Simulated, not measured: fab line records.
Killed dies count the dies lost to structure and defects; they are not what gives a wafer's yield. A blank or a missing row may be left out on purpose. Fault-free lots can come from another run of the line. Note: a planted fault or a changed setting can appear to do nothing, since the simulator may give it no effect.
Check of tool commonality + flow sky130 + Lots sampled 14, wafers sampled 42

## WHY THIS WAS OPENED
Of 14 lots, 2 have the reading LDD_P_TW flagged at SKY_LDD_P_TW_MEAS_11. No-fault wafers: 638, standard deviation 3.5.
Rule: a lot gets a flag if all its wafers with a number sit over 4 standard deviations from that mean, or if no wafer of it has a number. As for the other lots, they are considered sound.

| lot  | measured     | on           | LDD_P_TW, wafer by wafer | flag    |
|------|--------------|--------------|--------------------------|---------|
| L434 | day 18 21:28 | filmMetro-02 | 637 638 637              |         |
| L435 | day 19 04:53 | filmMetro-01 | 637 634 638              |         |
| L436 | day 19 14:41 | filmMetro-03 | 640 643 641              |         |
| L437 | day 19 18:17 | filmMetro-03 | 640 641 637              |         |
| L439 | day 22 06:23 | filmMetro-01 | 638 636 639              |         |
| L444 | day 22 18:09 | filmMetro-02 | 637 641 641              |         |
| L443 | day 22 18:43 | filmMetro-03 | 636 634 637              |         |
| L448 | day 24 19:50 | filmMetro-02 | 619 614 613              | FLAGGED |
| L449 | day 25 18:36 | filmMetro-03 | 610 605 607              | FLAGGED |
| L451 | day 26 07:06 | filmMetro-03 | 641 636 636              |         |
| L453 | day 26 20:59 | filmMetro-02 | 644 642 644              |         |
| L454 | day 27 06:21 | filmMetro-01 | 636 636 637              |         |
| L455 | day 27 10:14 | filmMetro-03 | 635 632 633              |         |
| L457 | day 27 22:31 | filmMetro-02 | 641 637 636              |         |
On average the flagged lots' numbers are 611, which is -27 against the usual, or -8 standard deviations.

## WHICH TOOL RAN EACH LOT
The record holds 1 process step before the reading, out of a route of 708 steps. In each cell: the tool, then ch and the chambers that the sampled wafers went through, then the start.
| lot  | flag    | SKY_LDD_P_IMPLANT_09            |
|------|---------|---------------------------------|
| L434 |         | implanter-02 ch 0, day 18 21:14 |
| L435 |         | implanter-02 ch 0, day 19 04:40 |
| L436 |         | implanter-01 ch 0, day 19 14:26 |
| L437 |         | implanter-02 ch 0, day 19 18:02 |
| L439 |         | implanter-03 ch 0, day 22 06:09 |
| L444 |         | implanter-03 ch 0, day 22 17:54 |
| L443 |         | implanter-02 ch 0, day 22 18:28 |
| L448 | FLAGGED | implanter-02 ch 0, day 24 19:35 |
| L449 | FLAGGED | implanter-02 ch 0, day 25 18:22 |
| L451 |         | implanter-01 ch 0, day 26 06:51 |
| L453 |         | implanter-03 ch 0, day 26 20:45 |
| L454 |         | implanter-03 ch 0, day 27 06:06 |
| L455 |         | implanter-03 ch 0, day 27 10:01 |
| L457 |         | implanter-02 ch 0, day 27 22:16 |
What is done by these steps:
- SKY_LDD_P_IMPLANT_09
- SKY_LDD_P_TW_MEAS_11

## FLAGGED AGAINST TOTAL, ONE TOOL AT A TIME (gauges that did the reading follow at the end)
| step                 | tool         | lots run | flagged | share of the flagged lots | sound lots run after its first flagged lot |
|----------------------|--------------|----------|---------|---------------------------|--------------------------------------------|
| SKY_LDD_P_IMPLANT_09 | implanter-01 | 2        | 0       | none                      | -                                          |
| SKY_LDD_P_IMPLANT_09 | implanter-02 | 7        | 2       | all                       | 1 (L457)                                   |
| SKY_LDD_P_IMPLANT_09 | implanter-03 | 5        | 0       | none                      | -                                          |
| SKY_LDD_P_TW_MEAS_11 | filmMetro-01 | 3        | 0       | none                      | -                                          |
| SKY_LDD_P_TW_MEAS_11 | filmMetro-02 | 5        | 1       | some                      | 2 (L453,L457)                              |
| SKY_LDD_P_TW_MEAS_11 | filmMetro-03 | 6        | 1       | some                      | 2 (L451,L455)                              |

## WHAT IS ALLOWED BY THE TABLE
Rows of the table that ran each flagged lot: 1, that is implanter-02 at SKY_LDD_P_IMPLANT_09.
- implanter-02 at SKY_LDD_P_IMPLANT_09: 2 of its 7 lots flagged. Sound lots ran on it after the first flagged one (L457), which a lasting fault on the whole tool wouldn't allow.
Every row of the table either missed a flagged lot or ran a sound lot after the first.

## WHAT THE SIMULATOR HAD INSERTED
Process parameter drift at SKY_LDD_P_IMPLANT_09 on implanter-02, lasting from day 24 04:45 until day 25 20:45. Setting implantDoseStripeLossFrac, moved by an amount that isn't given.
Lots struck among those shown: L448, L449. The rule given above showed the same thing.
